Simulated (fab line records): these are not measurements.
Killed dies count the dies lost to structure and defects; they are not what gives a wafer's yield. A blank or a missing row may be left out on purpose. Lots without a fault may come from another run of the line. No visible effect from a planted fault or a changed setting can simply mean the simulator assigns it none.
8D (eight disciplines) problem report, filled in by code -- flow sfq-line -- the parts of the form that need people (team, actions taken, sign-off) are left out

== 1. WHAT WENT WRONG ==
Wafers free of any fault read 43.4 ohm/sq (standard deviation 0.52) for L0_MONX_KI_RS at SFQ_L0_RS_MEAS_901, against a mean of 35.3 ohm/sq on 6 wafers of 2 lots. Relative to the usual mean, that is a shift of -16 standard deviations.
The step: measures by four-point-probe.
Seen first at day 2 23:34 on film-metro-01, wafer L631.1. At this step, 42 wafers from 14 lots have a number in the record. By rule, "out" or "out of limits" means more than 4 standard deviations away from the usual mean. Any other wafer with a number is counted as sound.

== 2. WHAT IT IS, WHAT IT ISN'T ==
question,is,is not
which readings at this step,L0_MONX_KI_RS,-
which lots,"L631, L632","L624, L625, L627, L630, L633, L634, L639, L640, L642, L644, L645, L647"
which wafers of those lots,all that have a number,-
read on which gauges,film-metro-01,"film-metro-03, film-metro-04"
when,from day 2 23:34,"up to then (12 sound wafers); but 24 sound wafers of L633, L634, L639, L640, L642, L644, L645, L647 came after"

== 3. THE SUSPECTS, EACH WITH WHAT RULES IT OUT ==
Counting: any tool at a process step up to the reading is kept as a suspect provided that every lot that is out went through it and no sound lot did after the first of them.
- the gauge at SFQ_L0_RS_MEAS_901: ruled out. All the wafers that are out were read on film-metro-01, but those of them that SFQ_TRILAYER_L0_DEP_SPUTTER_003 has rows for are out there too, on other tools.
- pvd-sputter-06 at SFQ_TRILAYER_L0_DEP_SPUTTER_003 (material MoNx KI, target thk 40 nm, time 100 s): ruled out as a lasting fault. Following L631 (day 2 23:29), the first lot on it that is out, the sound lots L647 were run on it.
Left after counting: nothing in the record.

== 4. THE CAUSE (what the simulator had put in) ==
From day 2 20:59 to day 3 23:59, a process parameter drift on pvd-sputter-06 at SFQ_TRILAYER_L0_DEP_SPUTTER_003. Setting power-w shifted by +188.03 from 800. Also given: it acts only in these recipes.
It was ruled out by counting, in error; the rule expects a fault to strike all lots run on its tool from its start on, and this fault did not.

== 5. SEQUENCE OF EFFECTS, ordered by route ==
Rows list readings where the struck wafers' mean (over those with a number) sits beyond 3 standard deviations from the usual. Readings are gone through only where the record gives a usual standard deviation; hours: the median, over the lots, of the time from a lot's start at the first step in this table giving one to that lot's start at this step; sigmas: the change measured in usual standard deviations.
hours,step,reading,usual,on struck wafers,change,sigmas
0,SFQ_TRILAYER_L0_DEP_SPUTTER_003,cathode-dc-power-W,800.02 W,988.06,+188.04,+99 or more
0,SFQ_L0_RS_MEAS_901,L0_MONX_KI_RS,43.4 ohm/sq,35.3,-8.1,-16
0,SFQ_L0_THK_MEAS_902,L0_MONX_KI_THK,40.0 nm,49.3,+9.3,+19
74,SFQ_TRILAYER_L0_ETCH_METAL_ETCH_008,oes-product-au,0.875 a.u.,0.982,+0.107,+14
Its process steps:
- SFQ_TRILAYER_L0_DEP_SPUTTER_003: material MoNx KI, target thk 40 nm, time 100 s.
- SFQ_TRILAYER_L0_ETCH_METAL_ETCH_008: etches MoNx KI in SF6/O2, stops on SiO2, target depth 50 nm, time 25 s.
Later measuring or inspecting steps at which every struck wafer that the step has a row for has a number for every such reading, and none has moved that far: SFQ_I0_BOW_MEAS_907.

== 6. WHAT WOULD HAVE CAUGHT IT SOONER ==
In this record the first reading out of limits at a measuring or inspecting step was taken at day 2 23:34, 3 hours after the fault began at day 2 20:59.
Tool's own readings at SFQ_TRILAYER_L0_DEP_SPUTTER_003, cathode-dc-power-W: out on all struck wafers the step has rows for; an alarm limit on them would have tripped on the first.
